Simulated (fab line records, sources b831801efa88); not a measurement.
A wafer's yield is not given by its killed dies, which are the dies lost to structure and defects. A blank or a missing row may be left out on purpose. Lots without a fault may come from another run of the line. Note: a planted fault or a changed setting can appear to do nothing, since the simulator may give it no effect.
Matching of chambers    flow gf180mcu    cmp-02 running GF_CONTACT_CMP_04: 4 sister chambers
The step polishes SiO2. 4 wafers are shown with their chamber, then 8 later ones without.

WAFERS, EACH WITH ITS CHAMBER
wafer   chamber  motor_current_A (A)
L937.2  2        12.2
L937.3  3        11.1
L937.4  1        10.5
L939.1  0        14.2

WAFERS WITHOUT THEIR CHAMBER
wafer   motor_current_A (A)
L939.3  11.1
L939.4  10.8
L940.1  11.1
L940.3  13.9
L940.6  11.4
L942.3  12.5
L942.4  14.0
L942.6  12.1

WHICH CHAMBER EACH ONE RAN IN
wafer    from the rows above       in truth
L939.3   3                         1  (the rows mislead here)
L939.4   can't be placed: 3 or 1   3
L940.1   3                         3
L940.3   0                         0
L940.6   3                         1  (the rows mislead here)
L942.3   2                         2
L942.4   0                         0
L942.6   2                         2
Placed correctly: 5 of 8. Unplaceable from these rows: 1, with the true chamber sitting among the candidates in 1. 2 placed wrongly.
How it was worked out, from the rows above alone: a wafer's distance from a chamber is the root of the sum, over the readings, of the square of ((its reading less the chamber's mean) divided by the reading's scatter). If the next closest chamber is less than 2 further off than the closest, the wafer can't be placed; otherwise it belongs to the closest. For every chamber, the mean is computed from those of its wafers that are shown. The scatter: root of mean squared gap, hidden wafer to nearest shown wafer, with one shown wafer a chamber.
